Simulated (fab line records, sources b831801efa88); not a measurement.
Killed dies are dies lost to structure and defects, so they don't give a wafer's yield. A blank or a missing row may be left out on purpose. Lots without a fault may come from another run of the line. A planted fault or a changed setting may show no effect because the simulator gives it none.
fab line records | flow sky130
record lots=5 wafers=15 last_day=48
route steps=708 shown RES_XHIGH@335 SD_N@342 SD_P@359 SALICIDE@361 LI_CONTACT@362
lots that met no fault: from a run of the same line without faults
start_h: hours from the record's first day to the start of the lot's first wafer shown | wait_h: hours since the lot's step before | " the same as in the row above | L1.1+2: a row that stands for several wafers | - no value, or no start given | * or withheld: withheld | < > ~ a bound
route shown NAME@n: a module of which the file shows steps, and the number in the route of the first | usual: mean/standard deviation of fault-free wafers | same: alike in all rows | chamber/n: place in a boat | sites: the reading at each site | _std_site: their standard deviation | _edge_site: outer sites' mean less inner sites' | radius_mm: how far each site lies from the wafer's centre | mask NAME#n: copy n | behind: the tool/chamber that last shaped the wafer | hold: why the lot was held/for how many hours/how that ended | device: the transistor (n, p or np) that didn't switch | end of line: the same wafers' tests at the end of the route | a step without rows: its recipe alone | killed: dies lost to structure and defects at the first sort, not the wafer's yield | map: a wafer's dies, x killed, . not, _ none there
set.NAME: the setting as run; set.NAME@STEP: as run at that earlier step | model.NAME: the simulator's own value behind a step, which no gauge read
lots at some steps of the route; a table a step, a row a wafer
services: from which hour (start_h, from the record's first day; less than 0 if before it) a tool's chamber was out of use, for how many hours, and why
## steps
# step SKY_RES_XHIGH_SOFTBAKE_03
# recipe temp_c=90 time_s=60 resist=NOVOLAK
# columns lot.wafer tool chamber start_h wait_h
L076.3+5+6 litho_track-03 0 624.86 0.1
L077.1+2+4 litho_track-02 0 630.25 0.1
L078.2+5+6 litho_track-02 0 654.93 0.1
L081.2+4+5 litho_track-02 0 677.23 0.1
L085.2+3+4 litho_track-04 0 711.14 0.1
# step SKY_RES_XHIGH_EXPOSE_04
# recipe mask_id=URPM na=0.6 source_shape=conventional sigma_outer=0.6 polarization=unpolarized target_cd_nm=1270 dose_mj=140
# same na=0.6
# columns lot.wafer tool chamber start_h wait_h mask
L076.3+5+6 iline_stepper-01 0 - - URPM#0
L077.1+2+4 iline_stepper-02 0 - - URPM#0
L078.2+5+6 iline_stepper-01 0 - - URPM#0
L081.2+4+5 iline_stepper-01 0 - - URPM#0
L085.2+3+4 iline_stepper-01 0 - - URPM#0
# step SKY_RES_XHIGH_PEB_05
# recipe temp_c=withheld time_s=* resist=NOVOLAK
# columns lot.wafer tool chamber start_h wait_h
L076.3+5+6 litho_track-02 0 - -
L077.1+2+4 litho_track-03 0 - -
L078.2+5+6 litho_track-02 0 - -
L081.2+4+5 litho_track-03 0 - -
L085.2+3+4 litho_track-03 0 - -
# step SKY_RES_XHIGH_DEVELOP_06
# recipe resist=NOVOLAK developer=TMAH develop_time_s=60 dev_temp_c=23
# same develop_time_s=60
# columns lot.wafer tool chamber start_h wait_h
L076.3+5+6 litho_track-02 0 639.75 0.1
L077.1+2+4 litho_track-03 0 644.66 0.1
L078.2+5+6 litho_track-02 0 668.78 0.1
L081.2+4+5 litho_track-03 0 691.18 0.1
L085.2+3+4 litho_track-03 0 725.18 0.1
# step SKY_RES_XHIGH_IMPLANT_07
# recipe species=BF2 energy_kev=20 dose_cm2=3.6e+14 tilt_deg=0
# usual beam_on_s=37.9/1.5 tilt_deg=0.000/0.022
# columns lot.wafer tool chamber start_h wait_h beam_on_s tilt_deg
L076.3 implanter-04 0 639.90 0.1 37.8 -0.014
L076.5 " 0 " " 39.5 -0.022
L076.6 " 0 " " 38.4 -0.038
L077.1 implanter-04 0 644.81 0.1 38.0 -0.016
L077.2 " 0 " " 38.2 0.011
L077.4 " 0 " " 39.7 0.018
L078.2 implanter-03 0 668.93 0.1 38.7 0.005
L078.5 " 0 " " 38.1 -0.025
L078.6 " 0 " " 39.1 0.016
L081.2 implanter-04 0 691.33 0.1 38.9 -0.010
L081.4 " 0 " " 39.0 -0.021
L081.5 " 0 " " 39.1 0.002
L085.2 implanter-02 0 725.33 0.1 36.9 0.012
L085.3 " 0 " " 36.7 0.022
L085.4 " 0 " " 36.5 0.066
# step SKY_RES_XHIGH_STRIP_08
# recipe chemistry=O2/N2 power_w=1400 pressure_mtorr=1500 platen_temp_c=withheld o2_flow_sccm=3000 n2_flow_sccm=300 overash_fraction=0.5
# usual drypump_motor_current_A=5.6/0.36 n2_flow_sccm=299.9/0.9 oes_product_au=0.711/0.0046 strip_time_to_endpoint_s=14.27/0.054
# columns lot.wafer tool chamber start_h wait_h drypump_motor_current_A n2_flow_sccm oes_product_au rf_hours_counter_h strip_time_to_endpoint_s
L076.3 plasma_asher-02 1 640.03 0.1 5.4 297.9 0.710 - 14.20
L076.5 " 0 " " 6.2 300.8 0.717 - 14.22
L076.6 " 1 " " 5.4 299.3 0.707 - 14.23
L077.1 plasma_asher-04 1 644.96 0.1 5.3 300.9 0.712 50 14.24
L077.2 " 0 " " 5.8 298.7 0.713 50 14.19
L077.4 " 1 " " 5.3 299.0 0.711 - 14.17
L078.2 plasma_asher-02 0 669.05 0.1 6.2 300.2 0.707 24 14.23
L078.5 " 0 " " 6.2 300.6 0.709 - 14.22
L078.6 " 1 " " 5.5 302.1 0.707 - 14.23
L081.2 plasma_asher-04 0 691.46 0.1 5.8 301.7 0.712 55 14.26
L081.4 " 0 " " 5.8 300.4 0.707 - 14.28
L081.5 " 0 " " 5.8 299.4 0.714 - 14.32
L085.2 plasma_asher-02 0 725.46 0.1 6.3 300.7 0.709 29 14.32
L085.3 " 1 " " 5.4 299.0 0.711 - 14.37
L085.4 " 0 " " 6.2 300.7 0.717 - 14.34
# step SKY_RES_XHIGH_TW_MEAS_09
# usual RES_XHIGH_TW=1644/7.9
# columns lot.wafer tool chamber start_h wait_h RES_XHIGH_TW
L076.3 film_metro-04 - 640.12 0.1 1663
L076.5 " - " " 1647
L076.6 " - " " 1633
L077.1 film_metro-04 - 645.06 0.1 1644
L077.2 " - " " 1642
L077.4 " - " " 1652
L078.2 film_metro-04 - 669.16 0.1 1631
L078.5 " - " " 1632
L078.6 " - " " 1641
L081.2 film_metro-01 - 691.57 0.1 1652
L081.4 " - " " 1649
L081.5 " - " " 1662
L085.2 film_metro-02 - 725.57 0.1 1634
L085.3 " - " " 1635
L085.4 " - " " 1634
# step SKY_SD_N_DEHYDRATE_00
# recipe temp_c=200 time_s=60
# columns lot.wafer tool chamber start_h wait_h
L076.3+5+6 litho_track-01 0 653.03 12.9
L077.1+2+4 litho_track-02 0 658.35 13.3
L078.2+5+6 litho_track-01 0 682.36 13.2
L081.2+4+5 litho_track-04 0 704.84 13.3
L085.2+3+4 litho_track-04 0 737.84 12.3
# step SKY_SD_N_HMDS_01
# recipe prime_time_s=60 prime_temp_c=120
# same prime_time_s=60
# columns lot.wafer tool chamber start_h wait_h
L076.3+5+6 litho_track-01 0 653.18 0.1
L077.1+2+4 litho_track-02 0 658.50 0.1
L078.2+5+6 litho_track-01 0 682.51 0.1
L081.2+4+5 litho_track-04 0 704.99 0.1
L085.2+3+4 litho_track-04 0 737.99 0.1
# step SKY_SD_N_COAT_02
# recipe resist=NOVOLAK spin_rpm=3000 resist_thk_nm=1140
# columns lot.wafer tool chamber start_h wait_h
L076.3+5+6 litho_track-01 0 653.33 0.1
L077.1+2+4 litho_track-02 0 658.65 0.1
L078.2+5+6 litho_track-01 0 682.66 0.1
L081.2+4+5 litho_track-04 0 705.14 0.1
L085.2+3+4 litho_track-04 0 738.14 0.1
# step SKY_SD_N_SOFTBAKE_03
# recipe temp_c=90 time_s=60 resist=NOVOLAK
# columns lot.wafer tool chamber start_h wait_h
L076.3+5+6 litho_track-01 0 653.48 0.1
L077.1+2+4 litho_track-02 0 658.80 0.1
L078.2+5+6 litho_track-01 0 682.81 0.1
L081.2+4+5 litho_track-04 0 705.29 0.1
L085.2+3+4 litho_track-04 0 738.29 0.1
# step SKY_SD_N_EXPOSE_04
# recipe mask_id=NSDM na=0.6 source_shape=conventional sigma_outer=0.6 polarization=unpolarized target_cd_nm=380 dose_mj=141
# same na=0.6
# columns lot.wafer tool chamber start_h wait_h mask
L076.3+5+6 iline_stepper-01 0 - - NSDM#0
L077.1+2+4 iline_stepper-02 0 - - NSDM#0
L078.2+5+6 iline_stepper-02 0 - - NSDM#0
L081.2+4+5 iline_stepper-01 0 - - NSDM#0
L085.2+3+4 iline_stepper-01 0 - - NSDM#0
# step SKY_SD_N_PEB_05
# recipe temp_c=withheld time_s=* resist=NOVOLAK
# columns lot.wafer tool chamber start_h wait_h
L076.3+5+6 litho_track-04 0 - -
L077.1+2+4 litho_track-02 0 - -
L078.2+5+6 litho_track-02 0 - -
L081.2+4+5 litho_track-02 0 - -
L085.2+3+4 litho_track-01 0 - -
# step SKY_SD_N_DEVELOP_06
# recipe resist=NOVOLAK developer=TMAH develop_time_s=60 dev_temp_c=23
# same develop_time_s=60
# columns lot.wafer tool chamber start_h wait_h
L076.3+5+6 litho_track-04 0 667.81 0.1
L077.1+2+4 litho_track-02 0 672.95 0.1
L078.2+5+6 litho_track-02 0 696.98 0.1
L081.2+4+5 litho_track-02 0 718.78 0.1
L085.2+3+4 litho_track-01 0 752.21 0.1
# step SKY_SD_N_CD_MEAS_07
# recipe target_cd_nm=380
# usual cd_nm=380.8/3
# columns lot.wafer tool chamber start_h wait_h cd_nm
L076.3 cd_sem-02 - 668.02 0.2 381.2
L076.5 " - " " 383.1
L076.6 " - " " 380.1
L077.1 cd_sem-01 - 673.10 0.1 382.2
L077.2 " - " " 382.8
L077.4 " - " " 382.9
L078.2 cd_sem-02 - 697.12 0.1 378.4
L078.5 " - " " 375.8
L078.6 " - " " 378.9
L081.2 cd_sem-02 - 718.92 0.1 384.4
L081.4 " - " " 383.2
L081.5 " - " " 385.8
L085.2 cd_sem-01 - 752.35 0.1 384.9
L085.3 " - " " 385.0
L085.4 " - " " 383.3
# step SKY_SD_N_OVL_MEAS_08
# usual SD_N_OVL=0.2/1.4
# columns lot.wafer tool chamber start_h wait_h SD_N_OVL[nm]
L076.3 overlay-02 - 668.11 0.1 -0.9
L076.5 " - " " -2.1
L076.6 " - " " -0.5
L077.1 overlay-02 - 673.22 0.1 -3.1
L077.2 " - " " -2.0
L077.4 " - " " -3.1
L078.2 overlay-02 - 697.23 0.1 -1.4
L078.5 " - " " -1.0
L078.6 " - " " 0.6
L081.2 overlay-01 - 719.03 0.1 1.9
L081.4 " - " " 0.4
L081.5 " - " " 1.6
L085.2 overlay-01 - 752.46 0.1 1.0
L085.3 " - " " -0.8
L085.4 " - " " 1.4
# step SKY_SD_N_IMPLANT_09
# recipe species=As energy_kev=50 dose_cm2=4e+15 tilt_deg=0
# usual beam_on_s=17.5/0.71 tilt_deg=0.003/0.02
# columns lot.wafer tool chamber start_h wait_h beam_on_s tilt_deg
L076.3 implanter-03 0 668.18 0.1 18.3 -0.003
L076.5 " 0 " " 18.3 -0.005
L076.6 " 0 " " 18.6 -0.020
L077.1 implanter-03 0 673.26 0.0 18.8 0.019
L077.2 " 0 " " 18.4 -0.019
L077.4 " 0 " " 18.9 -0.015
L078.2 implanter-01 0 697.28 0.0 17.3 0.001
L078.5 " 0 " " 16.6 -0.033
L078.6 " 0 " " 17.3 -0.025
L081.2 implanter-01 0 719.08 0.0 17.2 0.004
L081.4 " 0 " " 17.0 -0.016
L081.5 " 0 " " 16.5 0.045
L085.2 implanter-02 0 752.52 0.0 16.9 0.019
L085.3 " 0 " " 16.7 -0.018
L085.4 " 0 " " 17.0 0.007
# step SKY_SD_N_IMPLANT_10
# recipe species=P energy_kev=20 dose_cm2=1e+14 tilt_deg=0
# usual beam_on_s=10.3/0.44 tilt_deg=-0.001/0.02
# columns lot.wafer tool chamber start_h wait_h beam_on_s tilt_deg
L076.3 implanter-03 0 668.33 0.1 11.1 -0.027
L076.5 " 0 " " 10.7 -0.030
L076.6 " 0 " " 10.8 -0.012
L077.1 implanter-03 0 673.41 0.1 10.8 0.007
L077.2 " 0 " " 11.0 -0.020
L077.4 " 0 " " 11.0 0.007
L078.2 implanter-01 0 697.43 0.1 9.9 -0.018
L078.5 " 0 " " 10.5 0.003
L078.6 " 0 " " 9.7 -0.010
L081.2 implanter-01 0 719.23 0.1 10.0 -0.016
L081.4 " 0 " " 10.3 0.004
L081.5 " 0 " " 10.2 0.011
L085.2 implanter-02 0 752.67 0.1 9.6 -0.023
L085.3 " 0 " " 9.8 -0.022
L085.4 " 0 " " 10.2 -0.029
# step SKY_SD_N_STRIP_11
# recipe chemistry=O2/N2 power_w=1400 pressure_mtorr=1500 platen_temp_c=withheld o2_flow_sccm=3000 n2_flow_sccm=300 overash_fraction=0.5
# usual drypump_motor_current_A=5.7/0.45 n2_flow_sccm=300.0/0.79 oes_product_au=0.527/0.005 strip_time_to_endpoint_s=22.56/0.05
# columns lot.wafer tool chamber start_h wait_h drypump_motor_current_A n2_flow_sccm oes_product_au rf_hours_counter_h strip_time_to_endpoint_s
L076.3 plasma_asher-03 1 668.47 0.1 5.9 299.0 0.523 - 22.52
L076.5 " 1 " " 5.8 300.0 0.526 - 22.56
L076.6 " 0 " " 5.0 299.8 0.527 - 22.55
L077.1 plasma_asher-01 1 673.56 0.1 6.1 298.5 0.527 98 22.48
L077.2 " 0 " " 5.7 299.3 0.529 98 22.48
L077.4 " 0 " " 5.7 300.4 0.524 - 22.52
L078.2 plasma_asher-01 0 697.56 0.1 5.7 299.5 0.528 101 22.60
L078.5 " 1 " " 6.1 300.9 0.529 - 22.60
L078.6 " 0 " " 5.7 300.1 0.527 - 22.64
L081.2 plasma_asher-03 1 719.36 0.1 5.8 299.4 0.527 86 22.58
L081.4 " 0 " " 5.0 301.1 0.527 - 22.61
L081.5 " 0 " " 5.0 301.0 0.528 - 22.57
L085.2 plasma_asher-03 0 752.79 0.1 5.0 300.0 0.536 90 22.60
L085.3 " 0 " " 5.0 300.4 0.533 - 22.60
L085.4 " 1 " " 5.9 299.2 0.522 - 22.60
# step SKY_SD_N_TW_MEAS_12
# usual SD_N_TW=3980/24
# columns lot.wafer tool chamber start_h wait_h SD_N_TW
L076.3 film_metro-04 - 668.55 0.1 3990
L076.5 " - " " 3989
L076.6 " - " " 3946
L077.1 film_metro-01 - 673.66 0.1 3970
L077.2 " - " " 4004
L077.4 " - " " 3998
L078.2 film_metro-01 - 697.67 0.1 3978
L078.5 " - " " 3999
L078.6 " - " " 3988
L081.2 film_metro-02 - 719.47 0.1 3968
L081.4 " - " " 3965
L081.5 " - " " 3943
L085.2 film_metro-02 - 752.90 0.1 3935
L085.3 " - " " 3961
L085.4 " - " " 3969
# step SKY_SD_N_CLEAN_13
# recipe chemistry=SC1/SC2 mix=1:4:20 temp_c=70 time_s=150 dry=n2_spin
# usual bath_heat_duty_pct=13.4/1.5
# columns lot.wafer tool chamber start_h wait_h bath_heat_duty_pct
L076.3 wet_bench-02 0 668.59 0.0 11.2
L076.5 " 0 " " 12.5
L076.6 " 0 " " 11.3
L077.1 wet_bench-02 0 673.72 0.1 12.0
L077.2 " 0 " " 11.6
L077.4 " 0 " " 12.2
L078.2 wet_bench-02 0 697.72 0.0 12.2
L078.5 " 0 " " 11.9
L078.6 " 0 " " 12.3
L081.2 wet_bench-02 0 719.52 0.0 10.8
L081.4 " 0 " " 11.5
L081.5 " 0 " " 11.6
L085.2 wet_bench-04 3 752.95 0.0 13.7
L085.3 " 3 " " 13.0
L085.4 " 3 " " 14.0
# step SKY_SD_N_RTA_14
# recipe temp_c=1075 time_s=2 idle_temp_c=650 ramp_up_c_per_s=150 ramp_down_c_per_s=90 ambient=N2
# usual lamp_power_pct=15.73/0.047 wafer_temp_C_max=1078.3/1.4
# columns lot.wafer tool chamber start_h wait_h lamp_power_pct wafer_temp_C_max
L076.3 rtp_anneal-01 0 668.66 0.0 15.69 1080.1
L076.5 " 0 " " 15.74 1077.8
L076.6 " 0 " " 15.75 1077.5
L077.1 rtp_anneal-02 0 673.77 0.0 15.77 1076.5
L077.2 " 0 " " 15.70 1078.0
L077.4 " 0 " " 15.76 1077.8
L078.2 rtp_anneal-02 0 697.83 0.0 15.77 1077.2
L078.5 " 0 " " 15.76 1078.8
L078.6 " 0 " " 15.75 1078.4
L081.2 rtp_anneal-02 0 719.58 0.0 15.60 1078.5
L081.4 " 0 " " 15.69 1078.1
L081.5 " 0 " " 15.76 1078.0
L085.2 rtp_anneal-02 0 753.01 0.0 15.76 1076.7
L085.3 " 0 " " 15.82 1076.2
L085.4 " 0 " " 15.73 1077.3
# step SKY_SD_N_RS_MEAS_16
# recipe thk_meas_gauge=four-point-probe
# usual SD_N_RS=68.50/0.14
# columns lot.wafer tool chamber start_h wait_h SD_N_RS[ohm/sq]
L076.3 film_metro-01 - 668.86 0.1 68.39
L076.5 " - " " 68.25
L076.6 " - " " 68.46
L077.1 film_metro-02 - 673.94 0.1 68.51
L077.2 " - " " 68.53
L077.4 " - " " 68.61
L078.2 film_metro-01 - 698.01 0.1 68.41
L078.5 " - " " 68.48
L078.6 " - " " 68.34
L081.2 film_metro-04 - 719.76 0.1 68.75
L081.4 " - " " 68.58
L081.5 " - " " 68.49
L085.2 film_metro-02 - 753.19 0.1 68.50
L085.3 " - " " 68.54
L085.4 " - " " 68.57
# step SKY_SD_N_RS_MEAS_17
# recipe thk_meas_gauge=four-point-probe
# usual SD_P_RS=147.0/0.43
# columns lot.wafer tool chamber start_h wait_h SD_P_RS[ohm/sq]
L076.3 film_metro-01 - 668.98 0.1 145.8
L076.5 " - " " 146.2
L076.6 " - " " 146.3
L077.1 film_metro-02 - 674.06 0.1 147.5
L077.2 " - " " 147.0
L077.4 " - " " 147.3
L078.2 film_metro-01 - 698.13 0.1 146.8
L078.5 " - " " 147.0
L078.6 " - " " 146.9
L081.2 film_metro-04 - 719.88 0.1 147.6
L081.4 " - " " 147.0
L081.5 " - " " 147.1
L085.2 film_metro-02 - 753.31 0.1 147.2
L085.3 " - " " 147.3
L085.4 " - " " 147.1
# step SKY_SD_N_RS_MEAS_18
# recipe thk_meas_gauge=four-point-probe
# usual RES_XHIGH_RS=333.2/1.4
# columns lot.wafer tool chamber start_h wait_h RES_XHIGH_RS[ohm/sq]
L076.3 film_metro-01 - 669.10 0.1 333.4
L076.5 " - " " 334.0
L076.6 " - " " 332.7
L077.1 film_metro-02 - 674.18 0.1 334.7
L077.2 " - " " 333.3
L077.4 " - " " 332.4
L078.2 film_metro-01 - 698.25 0.1 332.7
L078.5 " - " " 332.0
L078.6 " - " " 331.2
L081.2 film_metro-04 - 720.00 0.1 333.1
L081.4 " - " " 333.4
L081.5 " - " " 333.4
L085.2 film_metro-02 - 753.43 0.1 332.3
L085.3 " - " " 332.0
L085.4 " - " " 333.1
# step SKY_SALICIDE_CLEAN_00
# recipe chemistry=HF-last time_s=30 dilution=100:1 dry=ipa_marangoni
# columns lot.wafer tool chamber start_h wait_h
L076.3+5+6 wet_bench-04 2 669.18 0.1
L077.1+2+4 wet_bench-04 0 674.30 0.1
L078.2+5+6 wet_bench-03 1 698.35 0.1
L081.2+4+5 wet_bench-01 2 720.10 0.1
L085.2+3+4 wet_bench-01 1 753.53 0.1
# step SKY_LI_CONTACT_HDPCVD_00
# recipe material=PSG target_thk_nm=930 sigma_open_frac=0.3 time_s=155 temp_c=600 sih4_flow_sccm=60 pressure_mtorr=6
# columns lot.wafer tool chamber start_h wait_h
L076.3+5+6 hdpcvd-02 2,1,0 669.20 0.0
L077.1+2+4 hdpcvd-01 2,0,1 674.32 0.0
L078.2+5+6 hdpcvd-01 2,2,0 698.37 0.0
L081.2+4+5 hdpcvd-01 2,0,2 720.12 0.0
L085.2+3+4 hdpcvd-01 2,1,1 753.55 0.0
# step SKY_LI_CONTACT_THK_MEAS_01
# recipe reads=PSG_of_LI_CONTACT_HDPCVD_00
# usual LI_CONTACT_HDPCVD_THK=930/12
# columns lot.wafer tool chamber start_h wait_h LI_CONTACT_HDPCVD_THK[nm]
L076.3 film_metro-01 - 669.32 0.1 942
L076.5 " - " " 940
L076.6 " - " " 942
L077.1 film_metro-01 - 674.42 0.1 950
L077.2 " - " " 925
L077.4 " - " " 930
L078.2 film_metro-04 - 698.48 0.1 933
L078.5 " - " " 935
L078.6 " - " " 923
L081.2 film_metro-02 - 720.28 0.1 941
L081.4 " - " " 937
L081.5 " - " " 927
L085.2 film_metro-04 - 753.67 0.1 933
L085.3 " - " " 918
L085.4 " - " " 932
# step SKY_LI_CONTACT_CMP_02
# recipe material=PSG down_force_psi=4 platen_rpm=60 pad_velocity_m_s=0.94248
# usual motor_current_A=12.3/1 time_to_endpoint_s=33/3.1
# columns lot.wafer tool chamber start_h wait_h motor_current_A time_to_endpoint_s
L076.3 cmp-02 1 669.46 0.1 12.8 31
L076.5 " 3 " " 12.9 35
L076.6 " 0 " " 11.8 34
L077.4 cmp-01 0 674.53 0.1 14.0 34
L077.2 " 1 " " 10.7 36
L077.1 " 2 " " 11.9 37
L078.2 cmp-01 0 698.63 0.1 12.8 36
L078.6 " 2 " " 10.7 35
L078.5 " 3 " " 10.7 33
L081.4 cmp-01 2 720.51 0.2 12.1 35
L081.2 " 3 " " 11.1 32
L081.5 " 1 " " 11.0 34
L085.2 cmp-01 3 753.72 0.0 10.7 32
L085.4 " 1 " " 11.0 35
L085.3 " 2 " " 11.7 33
# step SKY_LI_CONTACT_BOW_MEAS_03
# recipe mode=bow
# usual LI_CONTACT_BOW=56/6.8
# columns lot.wafer tool chamber start_h wait_h LI_CONTACT_BOW[um]
L076.3 film_metro-04 - 669.70 0.2 59
L076.5 " - " " 58
L076.6 " - " " 42
L077.1 film_metro-01 - 674.78 0.1 53
L077.2 " - " " 53
L077.4 " - " " 46
L078.2 film_metro-02 - 698.85 0.2 58
L078.5 " - " " 57
L078.6 " - " " 67
L081.2 film_metro-01 - 720.73 0.1 57
L081.4 " - " " 60
L081.5 " - " " 54
L085.2 film_metro-04 - 754.04 0.3 62
L085.3 " - " " 68
L085.4 " - " " 51
# step SKY_LI_CONTACT_DEHYDRATE_04
# recipe temp_c=200 time_s=60
# columns lot.wafer tool chamber start_h wait_h
L076.3+5+6 litho_track-03 0 682.96 13.2
L077.1+2+4 litho_track-02 0 686.90 12.1
L078.2+5+6 litho_track-03 0 711.58 12.7
L081.2+4+5 litho_track-03 0 733.43 12.7
L085.2+3+4 litho_track-01 0 766.31 12.3
# step SKY_LI_CONTACT_HMDS_05
# recipe prime_time_s=60 prime_temp_c=120
# same prime_time_s=60
# columns lot.wafer tool chamber start_h wait_h
L076.3+5+6 litho_track-03 0 683.11 0.1
L077.1+2+4 litho_track-02 0 687.05 0.1
L078.2+5+6 litho_track-03 0 711.73 0.1
L081.2+4+5 litho_track-03 0 733.58 0.1
L085.2+3+4 litho_track-01 0 766.46 0.1
# step SKY_LI_CONTACT_COAT_06
# recipe resist=BARC temp_c=withheld time_s=withheld spin_rpm=3000 resist_thk_nm=60
# columns lot.wafer tool chamber start_h wait_h
L076.3+5+6 litho_track-03 0 683.26 0.1
L077.1+2+4 litho_track-02 0 687.20 0.1
L078.2+5+6 litho_track-03 0 711.88 0.1
L081.2+4+5 litho_track-03 0 733.73 0.1
L085.2+3+4 litho_track-01 0 766.61 0.1
# step SKY_LI_CONTACT_COAT_07
# recipe resist=KrF-thick spin_rpm=3000 resist_thk_nm=450
# columns lot.wafer tool chamber start_h wait_h
L076.3+5+6 litho_track-03 0 - -
L077.1+2+4 litho_track-02 0 - -
L078.2+5+6 litho_track-03 0 - -
L081.2+4+5 litho_track-03 0 - -
L085.2+3+4 litho_track-01 0 - -
# step SKY_LI_CONTACT_SOFTBAKE_08
# recipe temp_c=100 time_s=90 resist=KrF-thick
# columns lot.wafer tool chamber start_h wait_h
L076.3+5+6 litho_track-03 0 - -
L077.1+2+4 litho_track-02 0 - -
L078.2+5+6 litho_track-03 0 - -
L081.2+4+5 litho_track-03 0 - -
L085.2+3+4 litho_track-01 0 - -
# step SKY_LI_CONTACT_EXPOSE_09
# recipe mask_id=LICM1 na=0.8 source_shape=annular sigma_inner=0.55 sigma_outer=0.85 target_cd_nm=170 dose_mj=38
# same na=0.8
# columns lot.wafer tool chamber start_h wait_h mask
L076.3+5+6 krf_scanner-02 0 - - LICM1#0
L077.1+2+4 krf_scanner-01 0 - - LICM1#0
L078.2+5+6 krf_scanner-02 0 - - LICM1#0
L081.2+4+5 krf_scanner-02 0 - - LICM1#0
L085.2+3+4 krf_scanner-02 0 - - LICM1#0
# step SKY_LI_CONTACT_PEB_10
# recipe peb_temp_c=withheld peb_time_s=withheld resist=KrF-thick
# columns lot.wafer tool chamber start_h wait_h
L076.3+5+6 litho_track-02 0 - -
L077.1+2+4 litho_track-01 0 - -
L078.2+5+6 litho_track-02 0 - -
L081.2+4+5 litho_track-02 0 - -
L085.2+3+4 litho_track-03 0 - -
# step SKY_LI_CONTACT_DEVELOP_11
# recipe develop_time_s=60 resist=KrF-thick dev_temp_c=21
# same develop_time_s=60
# columns lot.wafer tool chamber start_h wait_h
L076.3+5+6 litho_track-02 0 - -
L077.1+2+4 litho_track-01 0 - -
L078.2+5+6 litho_track-02 0 - -
L081.2+4+5 litho_track-02 0 - -
L085.2+3+4 litho_track-03 0 - -
# step SKY_LI_CONTACT_CD_MEAS_12
# recipe target_cd_nm=170
# usual cd_nm=170.5/1.8
# columns lot.wafer tool chamber start_h wait_h cd_nm
L076.3 cd_sem-01 - 697.49 - 174.0
L076.5 " - " " 173.6
L076.6 " - " " 173.5
L077.1 cd_sem-02 - 701.17 - 172.2
L077.2 " - " " 171.1
L077.4 " - " " 172.2
L078.2 cd_sem-01 - 726.37 - 168.2
L078.5 " - " " 166.1
L078.6 " - " " 166.9
L081.2 cd_sem-02 - 747.77 - 169.3
L081.4 " - " " 170.1
L081.5 " - " " 170.2
L085.2 cd_sem-02 - 780.78 - 172.4
L085.3 " - " " 171.9
L085.4 " - " " 171.0
# step SKY_LI_CONTACT_OVL_MEAS_13
# usual LI_CONTACT_OVL=-6/5.5
# columns lot.wafer tool chamber start_h wait_h LI_CONTACT_OVL[nm]
L076.3 overlay-01 - 697.58 0.1 -5
L076.5 " - " " -16
L076.6 " - " " -17
L077.1 overlay-02 - 701.29 0.1 -18
L077.2 " - " " -11
L077.4 " - " " -17
L078.2 overlay-01 - 726.48 0.1 6
L078.5 " - " " 2
L078.6 " - " " 2
L081.2 overlay-01 - 747.88 0.1 -8
L081.4 " - " " -2
L081.5 " - " " -8
L085.2 overlay-01 - 780.88 0.1 -14
L085.3 " - " " -5
L085.4 " - " " -14
# step SKY_LI_CONTACT_ETCH_14
# recipe chemistry=N2/H2 target=BARC ion_energy_ev=200 source_w=500 bias_w=100 pressure_mtorr=30 n2_flow_sccm=100 h2_flow_sccm=200 stop_on=SiO2 time_s=45.9 target_depth_a=600
# usual drypump_motor_current_A=5.9/0.48 n2_flow_sccm=100.1/0.31 oes_product_au=0.855/0.0044 throttle_valve_pct=13.225/0.0092
# columns lot.wafer tool chamber start_h wait_h drypump_motor_current_A n2_flow_sccm oes_product_au rf_hours_counter_h throttle_valve_pct
L076.3 rie_diel-01 3 697.61 0.0 6.6 100.4 0.853 9 13.214
L076.5 " 2 " " 5.6 99.7 0.845 - 13.236
L076.6 " 1 " " 5.4 100.0 0.856 - 13.208
L077.1 rie_diel-04 0 701.33 0.0 5.6 100.0 0.870 42 13.258
L077.2 " 3 " " 6.6 99.8 0.854 47 13.219
L077.4 " 1 " " 5.6 100.3 0.859 11 13.231
L078.2 rie_diel-02 2 726.51 0.0 6.3 100.2 0.847 12 13.220
L078.5 " 2 " " 6.3 99.9 0.860 - 13.226
L078.6 " 1 " " 6.1 99.7 0.858 - 13.233
L081.2 rie_diel-01 2 747.91 0.0 5.7 99.9 0.855 7 13.211
L081.4 " 3 " " 6.7 100.5 0.852 11 13.231
L081.5 " 0 " " 5.3 100.2 0.850 - 13.228
L085.2 rie_diel-04 2 780.91 0.0 6.4 99.8 0.856 6 13.236
L085.3 " 3 " " 6.6 100.4 0.860 0 13.218
L085.4 " 3 " " 6.6 99.9 0.854 - 13.228
# step SKY_LI_CONTACT_ETCH_15
# recipe target=PSG chemistry=C4F8/O2/Ar stop_on=Si taper_deg=4.15 mask_material=KrF-thick source_w=1500 bias_w=1200 pressure_mtorr=40 c4f8_flow_sccm=withheld O2_flow_sccm=6 Ar_flow_sccm=300 time_s=withheld target_depth_a=6000
# usual oes_product_au=0.838/0.0041
# columns lot.wafer tool chamber start_h wait_h oes_product_au
L076.3 rie_diel-01 3 697.65 0.0 0.842
L076.5 " 2 " " 0.842
L076.6 " 1 " " 0.839
L077.1 rie_diel-04 0 701.37 0.0 0.833
L077.2 " 3 " " 0.837
L077.4 " 1 " " 0.836
L078.2 rie_diel-02 2 726.55 0.0 0.844
L078.5 " 2 " " 0.831
L078.6 " 1 " " 0.839
L081.2 rie_diel-01 2 747.95 0.0 0.839
L081.4 " 3 " " 0.841
L081.5 " 0 " " 0.841
L085.2 rie_diel-04 2 780.96 0.0 0.833
L085.3 " 3 " " 0.837
L085.4 " 3 " " 0.834
## services
# columns tool chamber start_h hours kind
iline_stepper-01 - 602.20 1.7 pm
cmp-01 - 605.60 5.4 pm
wet_bench-02 - 606.96 1.4 repair
krf_scanner-02 - 608.65 1.0 pm
rie_diel-04 0 608.70 4.9 repair
implanter-03 - 646.83 2.3 repair
krf_scanner-02 - 655.49 0.8 pm
rie_diel-01 1 657.99 29.1 repair
hdpcvd-01 - 667.44 2.8 pm
rie_diel-04 2 671.14 2.8 repair
rie_diel-01 2 673.99 3.5 repair
krf_scanner-02 - 693.68 1.3 pm
hdpcvd-01 1 707.78 12.7 repair
rie_diel-01 0 719.81 10.0 repair
implanter-03 - 727.64 3.0 repair
implanter-01 - 739.62 1.9 repair
krf_scanner-02 - 744.75 4.4 pm
cmp-01 - 757.05 4.0 pm
implanter-01 - 759.76 4.2 repair
rie_diel-04 2 761.99 6.4 repair
implanter-03 - 766.82 5.3 repair
krf_scanner-02 - 769.18 4.0 pm
implanter-01 - 774.81 3.4 repair
krf_scanner-02 - 776.66 2.2 repair
## key
fault none
